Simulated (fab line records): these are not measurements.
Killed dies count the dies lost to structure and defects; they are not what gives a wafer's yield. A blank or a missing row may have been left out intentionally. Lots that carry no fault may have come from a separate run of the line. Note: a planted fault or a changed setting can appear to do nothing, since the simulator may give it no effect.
Matching of chambers / flow gf180mcu / pecvd-03 running GF_PASSIVATION_CVD_02: 3 sister chambers
The step deposits Si3N4, target thk 700 nm, time 486.18 s. 6 wafers are shown with their chamber, then 10 later ones without.

== WAFERS WITH THEIR CHAMBER ==
wafer=L081.2; chamber=0; heaterPowerW (W)=650
wafer=L082.3; chamber=0; heaterPowerW (W)=554
wafer=L084.4; chamber=1; heaterPowerW (W)=741
wafer=L084.5; chamber=2; heaterPowerW (W)=675
wafer=L085.1; chamber=1; heaterPowerW (W)=701
wafer=L085.2; chamber=2; heaterPowerW (W)=618

== WAFERS WITHOUT THEIR CHAMBER ==
wafer=L085.4; heaterPowerW (W)=530
wafer=L092.1; heaterPowerW (W)=645
wafer=L092.2; heaterPowerW (W)=726
wafer=L092.6; heaterPowerW (W)=524
wafer=L093.1; heaterPowerW (W)=653
wafer=L093.3; heaterPowerW (W)=727
wafer=L093.5; heaterPowerW (W)=718
wafer=L095.1; heaterPowerW (W)=703
wafer=L095.4; heaterPowerW (W)=723
wafer=L095.6; heaterPowerW (W)=613

== CHAMBER TAKEN BY EACH ==
wafer=L085.4; from the rows above=can't be placed: 0 or 2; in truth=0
wafer=L092.1; from the rows above=can't be placed: 2 or 0 or 1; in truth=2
wafer=L092.2; from the rows above=can't be placed: 1 or 2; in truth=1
wafer=L092.6; from the rows above=can't be placed: 0 or 2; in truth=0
wafer=L093.1; from the rows above=can't be placed: 2 or 0 or 1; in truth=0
wafer=L093.3; from the rows above=can't be placed: 1 or 2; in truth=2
wafer=L093.5; from the rows above=can't be placed: 1 or 2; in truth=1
wafer=L095.1; from the rows above=can't be placed: 1 or 2 or 0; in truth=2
wafer=L095.4; from the rows above=can't be placed: 1 or 2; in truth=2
wafer=L095.6; from the rows above=can't be placed: 0 or 2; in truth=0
0 of 10 placed correctly. These rows do not allow placing 10 (true chamber among the candidates in 10). 0 placed wrongly.
How it was worked out, from the rows above alone: a wafer's distance from a chamber is the root of the sum, over the readings, of the square of ((its reading less the chamber's mean) divided by the reading's scatter). If the next closest chamber is less than 2 further off than the closest, the wafer can't be placed; otherwise it belongs to the closest. For every chamber, the mean is computed from those of its wafers that are shown. The scatter: take each reading less its chamber's mean, square it, sum over the shown wafers, divide by the number of wafers less the number of chambers, and take the root.
